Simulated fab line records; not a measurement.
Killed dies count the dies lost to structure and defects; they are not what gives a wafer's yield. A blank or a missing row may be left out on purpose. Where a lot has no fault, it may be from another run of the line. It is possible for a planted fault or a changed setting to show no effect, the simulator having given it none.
A struck lot beside a sound one / flow sky130 / 41 steps out of a route of 708
Sound: these wafers, L942.1, L942.3, L942.4. Struck: wafers L956.1, L956.2, L956.4. Last of all comes the cause.
For every step that has rows: the tool of each side, followed by ch and its chambers, followed by its first start. Under that, the readings that differ: sound wafers / struck wafers / difference of the means / sigmas: that difference in standard deviations of wafers without a fault.
alike: same words and numbers on both sides, and readings whose means sit less than 2 such deviations apart. not compared: any withheld reading, any reading some wafer has no value for, any bound like >300 that may hide the same value, and any number with overlapping values for which the record gives no deviation.
A row with sigmas, a row that says differs or no value, or rows on one side alone: a step with any of these is where the two part. When numbers do not overlap yet have no deviation, they are printed without sigmas and do not part them. A reading missing from all wafers of one side parts the sides only when that side holds two or more wafers.

first, 8 steps without rows for these wafers: SKY_POLY_GATE_ETCH_15 (etches BARC in N2/H2, stops on SiO2, time 118.5 s, target depth 110 nm); SKY_POLY_GATE_ETCH_16 (etches Si3N4 in CH3F/O2, stops on poly-Si, time 147.5 s, target depth 75 nm); SKY_POLY_GATE_ETCH_17 (etches poly-Si in HBr/Cl2, stops on SiO2, target depth 180 nm, time 70.5 s); SKY_POLY_GATE_STRIP_18 (strips in O2/N2); SKY_POLY_GATE_CLEAN_19 (cleans in SC1/SC2, time 150 s); SKY_POLY_GATE_OXIDATION_20 (stabilise 600 s, purge 300 s, target thk 4 nm); SKY_LDD_N_DEHYDRATE_00 (time 60 s); SKY_LDD_N_HMDS_01 (prime time 60 s).
SKY_LDD_N_COAT_02: resist thk 300 nm.
  sound on litho track-02 ch 0, day 18 23:04; struck on litho track-01, day 24 02:02
  no value came back on the struck wafers for chill plate temp C (C), dispense pressure kPa (kPa); on the sound wafers chill plate temp C (C) reads 23.11 23.06 23.10
then, 4 steps without rows for these wafers: SKY_LDD_N_SOFTBAKE_03 (time 60 s); SKY_LDD_N_EXPOSE_04 (exposes mask NTM, target cd 840 nm); SKY_LDD_N_PEB_05; SKY_LDD_N_DEVELOP_06 (develop time 60 s).
SKY_LDD_N_OVL_MEAS_07:
  sound on overlay-01 at day 19 14:37; struck on overlay-01 at day 24 15:37
reading=LDD_N_OVL (nm); sound=-2.3 -0.7 -3.0; struck=- - -; difference=no value on the struck wafers; sigmas=
then, 18 steps without rows for these wafers: SKY_LDD_N_IMPLANT_08; SKY_LDD_N_IMPLANT_09; SKY_LDD_N_IMPLANT_10; SKY_LDD_N_IMPLANT_11; SKY_LDD_N_IMPLANT_12; SKY_LDD_N_IMPLANT_13; SKY_LDD_N_IMPLANT_14; SKY_LDD_N_IMPLANT_15; SKY_LDD_N_STRIP_16 (strips in O2/N2); SKY_LDD_P_DEHYDRATE_00 (time 60 s); SKY_LDD_P_HMDS_01 (prime time 60 s); SKY_LDD_P_COAT_02 (resist thk 1140 nm); SKY_LDD_P_SOFTBAKE_03 (time 60 s); SKY_LDD_P_EXPOSE_04 (exposes mask PSDM, target cd 380 nm); SKY_LDD_P_PEB_05; SKY_LDD_P_DEVELOP_06 (develop time 60 s); SKY_LDD_P_IMPLANT_09; SKY_LDD_P_STRIP_10 (strips in O2/N2).
SKY_LDD_P_TW_MEAS_11:
  sound on film metro-01 at day 20 22:52; struck on film metro-02 at day 25 22:37
reading=LDD_P_TW; sound=641 638 638; struck=2613 2604 2599; difference=+1966; sigmas=+99 or more
then, 2 steps without rows for these wafers: SKY_LDD_HVN_DEHYDRATE_00 (time 60 s); SKY_LDD_HVN_HMDS_01 (prime time 60 s).
SKY_LDD_HVN_TW_MEAS_10:
  sound on film metro-03 at day 22 05:20; struck on film metro-03 at day 27 02:22
reading=LDD_HVN_TW; sound=1430 1421 1426; struck=2691 2684 2696; difference=+1265; sigmas=+99 or more
SKY_LDD_HVP_TW_MEAS_10:
  sound on film metro-04 at day 23 11:56; struck on film metro-04 at day 28 06:34
reading=LDD_HVP_TW; sound=459 460 461; struck=2601 2602 2592; difference=+2138; sigmas=+99 or more
SKY_LDD_LDN_TW_MEAS_13:
  sound on film metro-01 at day 24 17:55; struck on film metro-02 at day 29 11:22
reading=LDD_LDN_TW; sound=1484 1499 1488; struck=2654 2659 2652; difference=+1165; sigmas=+83
-- here the record skips 2 days between the struck wafers' starts before and after, leaving off in module LDD_LDN and picking up in module SD_P (first step shown: number 331 of the route) --
SKY_SD_P_TW_MEAS_11:
  sound on film metro-03 at day 27 04:58; struck on film metro-01 at day 31 22:19
reading=SD_P_TW; sound=2822 2813 2825; struck=3063 3071 3083; difference=+252; sigmas=+13
SKY_RES_XHIGH_TW_MEAS_09:
  sound on film metro-03 at day 28 09:22; struck on film metro-04 at day 33 01:34
reading=RES_XHIGH_TW; sound=1633 1627 1638; struck=2676 2672 2688; difference=+1046; sigmas=+99 or more
-- here the record skips 17 days between the struck wafers' starts before and after, leaving off in module RES_XHIGH and picking up in module PAD_OPEN (first step shown: number 708 of the route) --
SKY_PAD_OPEN_PROBE_99:
  rows exist in the record for the struck wafers here (prober-02, day 50 07:20), but not for the sound ones

WHERE THEY PART
Last at SKY_PAD_OPEN_PROBE_99 as far as this record goes, first at SKY_LDD_N_COAT_02.

WHY: whatever the simulator had introduced
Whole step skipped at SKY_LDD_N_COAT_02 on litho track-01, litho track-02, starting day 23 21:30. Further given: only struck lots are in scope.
